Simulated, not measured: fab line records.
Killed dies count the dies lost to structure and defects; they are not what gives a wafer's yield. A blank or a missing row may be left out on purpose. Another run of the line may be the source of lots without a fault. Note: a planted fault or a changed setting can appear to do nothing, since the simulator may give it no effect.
Problem report in the 8D (eight disciplines) form, filled by code || flow sfqLine || the parts of the form that need people (team, actions taken, sign-off) are left out

## 1. WHAT WENT WRONG
At SFQ_TRILAYER_A5B_METRO_MEASURE_131, thkNm averages 239 nm over 3 wafers from 3 lots, while fault-free wafers read 340 nm, standard deviation 5.1. That puts it -20 standard deviations away from the usual mean.
First seen on wafer L718.4, day 61 09:05, on filmMetro-04. The record holds 43 wafers of 15 lots with a number at this step. The rule behind "out" and "out of limits": a value lying over 4 standard deviations away from the usual mean. Any other wafer with a number is counted as sound.

## 2. WHAT IT IS, WHAT IT ISN'T
{"question": "which readings at this step", "is": "thkNm", "is not": "-"}
{"question": "which lots", "is": "L718, L721, L724", "is not": "L706, L707, L708, L709, L710, L711, L712, L714, L715, L716, L717, L725"}
{"question": "which wafers of those lots", "is": "L718.4, L721.1, L724.1", "is not": "L718.3, L718.6, L721.2, L724.2"}
{"question": "read on which tools", "is": "filmMetro-01, filmMetro-04", "is not": "filmMetro-02"}
{"question": "when", "is": "from day 61 09:05", "is not": "up to then (35 sound wafers); but 5 sound wafers of L721, L724, L725 came after"}

## 3. WHAT RULES OUT EACH SUSPECT
Counting: a tool at a process step up to the reading stays a suspect if it ran every lot that is out. Sound lots after the first of them don't rule it out here, since some wafers of a struck lot are sound.
- pvdSputter-05 at SFQ_TRILAYER_JJ_TRILAYER_DEP_SPUTTER_112 (material Nb, target thk 170 nm, time 113.3 s): kept. It ran every lot that is out, first L718 (day 54 17:11); its last sound lot up to then is L715 (day 54 13:35).
- pecvd-02 at SFQ_TRILAYER_A5B_DEP_PECVD_129 (deposits SiO2 from SiH4/N2O, time 133.33 s, target thk 600 nm): kept. It ran every lot that is out, first L718 (day 60 09:22); its last sound lot up to then is L715 (day 60 05:46).
Remaining after the count are pvdSputter-05 at SFQ_TRILAYER_JJ_TRILAYER_DEP_SPUTTER_112 and pecvd-02 at SFQ_TRILAYER_A5B_DEP_PECVD_129.

## 4. THE CAUSE (what the simulator had put in)
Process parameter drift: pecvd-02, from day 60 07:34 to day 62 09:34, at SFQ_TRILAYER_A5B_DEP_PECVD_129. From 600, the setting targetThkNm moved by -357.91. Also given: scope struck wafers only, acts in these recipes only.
Counting left 2 suspects, and this tool is among them.

## 5. THE CHAIN OF EFFECTS, in route order
Each row: a reading where the mean over the struck wafers with a number is more than 3 standard deviations away from the usual. Scope: only readings with a usual standard deviation given in the record; hours: median across lots of the time from each lot's start at the first step in this table that gives one to its start at this step; sigmas: change in usual standard deviations.
{"hours": 0, "step": "SFQ_TRILAYER_A5B_METRO_MEASURE_131", "reading": "thkNm", "usual": "340 nm", "on struck wafers": 239, "change": -101, "sigmas": -20}
The process steps in it:
- SFQ_TRILAYER_A5B_METRO_MEASURE_131

## 6. HOW IT WOULD HAVE BEEN CAUGHT EARLIER
In this record no reading fell out of limits until day 61 09:05, 26 hours after the fault had begun at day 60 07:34.
Of the tool readings at SFQ_TRILAYER_A5B_DEP_PECVD_129 for which the record gives a usual standard deviation, none was out on any struck wafer, so an alarm limit of 4 standard deviations on them would not have fired.
The start of SFQ_TRILAYER_A5B_DEP_PECVD_129 on pecvd-02 came by day 61 09:05 for every one of the lots that are out (3). Tool hold at that time: it would have spared none of them.
